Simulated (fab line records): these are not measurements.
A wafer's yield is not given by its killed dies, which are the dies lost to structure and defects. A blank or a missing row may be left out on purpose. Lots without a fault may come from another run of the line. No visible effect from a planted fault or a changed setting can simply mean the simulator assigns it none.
The tool behind it: which one? + flow sky130 + 12 lots with 36 wafers sampled at 4 steps, on a route of 708 steps

== WHAT THE GAUGES SHOWED, per wafer ==
SKY_SD_P_CD_MEAS_07: target cd 380 nm. Usual: cd nm reads 380.1 nm (standard deviation 2.4).
| lot  | measured     | on        | cd nm (nm)        | flag |
|------|--------------|-----------|-------------------|------|
| L939 | day 25 23:31 | cd sem-02 | 381.4 382.5 382.6 |      |
| L941 | day 26 10:04 | cd sem-01 | 386.7 386.1 387.4 |      |
| L942 | day 28 11:26 | cd sem-02 | 381.0 378.9 381.3 |      |
| L944 | day 28 13:57 | cd sem-02 | 378.4 378.5 377.8 |      |
| L947 | day 28 23:15 | cd sem-01 | 378.0 378.8 379.8 |      |
| L946 | day 29 01:07 | cd sem-01 | 381.0 379.3 381.6 |      |
| L949 | day 29 16:51 | cd sem-02 | 380.8 380.7 380.1 |      |
| L954 | day 32 06:37 | cd sem-01 | 376.4 378.0 380.4 |      |
| L956 | day 32 19:13 | cd sem-01 | 380.3 380.3 379.6 |      |
| L958 | day 33 08:07 | cd sem-01 | 381.9 382.0 380.0 |      |
| L959 | day 33 09:14 | cd sem-01 | 380.3 381.9 383.4 |      |
| L960 | day 34 06:34 | cd sem-01 | 381.0 379.6 383.6 |      |

SKY_SD_N_CD_MEAS_07: target cd 380 nm. Usual: cd nm reads 379.7 nm (standard deviation 2.6).
| lot  | measured     | on        | cd nm (nm)        | flag |
|------|--------------|-----------|-------------------|------|
| L939 | day 28 09:15 | cd sem-01 | 381.2 382.9 380.3 |      |
| L941 | day 28 20:09 | cd sem-02 | 377.5 375.5 376.8 |      |
| L942 | day 30 19:20 | cd sem-01 | 376.6 375.3 377.7 |      |
| L944 | day 30 21:39 | cd sem-01 | 382.3 377.8 380.7 |      |
| L947 | day 31 05:57 | cd sem-02 | 378.6 380.7 378.6 |      |
| L946 | day 31 08:46 | cd sem-01 | 381.3 381.0 382.7 |      |
| L949 | day 31 23:09 | cd sem-01 | 384.3 382.6 384.1 |      |
| L954 | day 34 12:03 | cd sem-02 | 378.9 376.4 379.5 |      |
| L956 | day 34 23:04 | cd sem-01 | 390.4 393.9 390.9 | OFF  |
| L958 | day 35 12:41 | cd sem-02 | 390.4 387.5 389.9 | OFF  |
| L959 | day 35 14:04 | cd sem-01 | 378.3 378.8 376.8 |      |
| L960 | day 36 10:49 | cd sem-01 | 383.2 382.8 381.1 |      |

== EACH LOT AND THE TOOL THAT RAN IT (in order: tool; ch and the chambers of the sampled wafers; start) ==
| lot  | SKY_POLY_CUT_ETCH_11               | SKY_SD_N_DEVELOP_06               |
|------|------------------------------------|-----------------------------------|
| L939 | rie diel-03 ch 0,2,3, day 24 18:37 | litho track-02 ch 0, day 28 09:06 |
| L941 | rie diel-01 ch 0,2,3, day 25 04:22 | litho track-02 ch 0, day 28 20:00 |
| L942 | rie diel-01 ch 0,1,3, day 27 07:16 | litho track-03 ch 0, day 30 19:11 |
| L944 | rie diel-01 ch 0,1,3, day 27 09:19 | litho track-02 ch 0, day 30 21:30 |
| L947 | rie diel-01 ch 1,2,3, day 27 19:10 | litho track-02 ch 0, day 31 05:48 |
| L946 | rie diel-03 ch 3, day 27 21:17     | litho track-01 ch 0, day 31 08:37 |
| L949 | rie diel-03 ch 0,1,2, day 28 13:43 | litho track-02 ch 0, day 31 23:00 |
| L954 | rie diel-04 ch 0,3, day 31 03:49   | litho track-02 ch 0, day 34 11:54 |
| L956 | rie diel-01 ch 0,1,2, day 31 17:00 | litho track-02 ch 0, day 34 22:55 |
| L958 | rie diel-04 ch 1,2,3, day 32 04:27 | litho track-02 ch 0, day 35 12:33 |
| L959 | rie diel-04 ch 1,2,3, day 32 06:22 | litho track-01 ch 0, day 35 13:55 |
| L960 | rie diel-01 ch 0,1,3, day 33 04:57 | litho track-01 ch 0, day 36 10:40 |
- SKY_POLY_CUT_ETCH_11: etches Si3N4 in CF4/CH2F2/Ar, stops on poly-Si, time 42.5 s, target depth 60 nm.
- SKY_SD_N_DEVELOP_06: develop time 60 s.

== AS READ BY THE TOOLS THEMSELVES (means over the sampled wafers that have a number; for cases with no such wafer, the mark the record gives instead) ==
SKY_POLY_CUT_ETCH_11. Usual: drypump motor current A 5.4 A, standard deviation 0.45; oes product au 0.831 a.u., standard deviation 0.006; rf fwd power W 592.9 W, standard deviation 2.8; throttle valve pct 14.994 %, standard deviation 0.0097.
| lot  | tool        | drypump motor current A (A) | oes product au (a.u.) | rf fwd power W (W) | throttle valve pct (%) | flag |
|------|-------------|-----------------------------|-----------------------|--------------------|------------------------|------|
| L939 | rie diel-03 | 5.8                         | 0.826                 | 594.3              | 14.987                 |      |
| L941 | rie diel-01 | 5.4                         | 0.835                 | 592.1              | 14.994                 |      |
| L942 | rie diel-01 | 5.3                         | 0.835                 | 592.2              | 14.994                 |      |
| L944 | rie diel-01 | 5.3                         | 0.826                 | 591.3              | 14.995                 |      |
| L947 | rie diel-01 | 5.5                         | 0.840                 | 594.0              | 15.003                 |      |
| L946 | rie diel-03 | 5.8                         | 0.825                 | 594.1              | 14.986                 |      |
| L949 | rie diel-03 | 5.4                         | 0.834                 | 591.1              | 14.993                 |      |
| L954 | rie diel-04 | 5.2                         | 0.838                 | 594.2              | 14.999                 |      |
| L956 | rie diel-01 | 5.6                         | 0.827                 | 591.0              | 14.996                 |      |
| L958 | rie diel-04 | 5.4                         | 0.831                 | 593.8              | 14.990                 |      |
| L959 | rie diel-04 | 5.5                         | 0.827                 | 594.5              | 14.991                 |      |
| L960 | rie diel-01 | 5.3                         | 0.825                 | 592.5              | 14.988                 |      |

SKY_SD_N_DEVELOP_06. Usual: chill plate temp C reads 22.99 C (standard deviation 0.1).
| lot  | tool           | chill plate temp C (C) | flag |
|------|----------------|------------------------|------|
| L939 | litho track-02 | 23.04                  |      |
| L941 | litho track-02 | 23.11                  |      |
| L942 | litho track-03 | 22.99                  |      |
| L944 | litho track-02 | 23.05                  |      |
| L947 | litho track-02 | 23.02                  |      |
| L946 | litho track-01 | 22.98                  |      |
| L949 | litho track-02 | 22.99                  |      |
| L954 | litho track-02 | 22.97                  |      |
| L956 | litho track-02 | 22.95                  |      |
| L958 | litho track-02 | 22.85                  |      |
| L959 | litho track-01 | 22.93                  |      |
| L960 | litho track-01 | 22.89                  |      |

== THE ANSWER, worked out from the rows above alone ==
Rule: take the mean of a lot's wafers that have a number; if it is more than 3 standard deviations from the usual mean, the lot is off. Also off: a lot with no number at a reading for which 4 or more lots have one. Any other lot the step has rows for is counted as sound. First the gauges in route order, then the tools' own readings, where a lot's mean is used as printed above. The first step at which some lot is off is used, and at that step the reading that is off furthest; a lot without a number counts as furthest.
Off: L956, L958 (SKY_SD_N_CD_MEAS_07, cd nm).
A tool fits if, at a process step before that reading, it ran every lot that is off, and no sound lot after the first of them. The gauges at SKY_SD_N_CD_MEAS_07 are tried like those tools. One candidate fits, namely litho track-02 at SKY_SD_N_DEVELOP_06. A fault onset in the window from L954 (day 34 11:54, its last sound lot) to L956 (day 34 22:55, its first lot off) fits.

== WHAT THE SIMULATOR HAD INSERTED ==
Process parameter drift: litho track-02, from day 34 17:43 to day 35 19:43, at SKY_SD_N_DEVELOP_06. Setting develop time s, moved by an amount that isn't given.
Shown lots that were struck: L956, L958. The rule above reached the same finding.
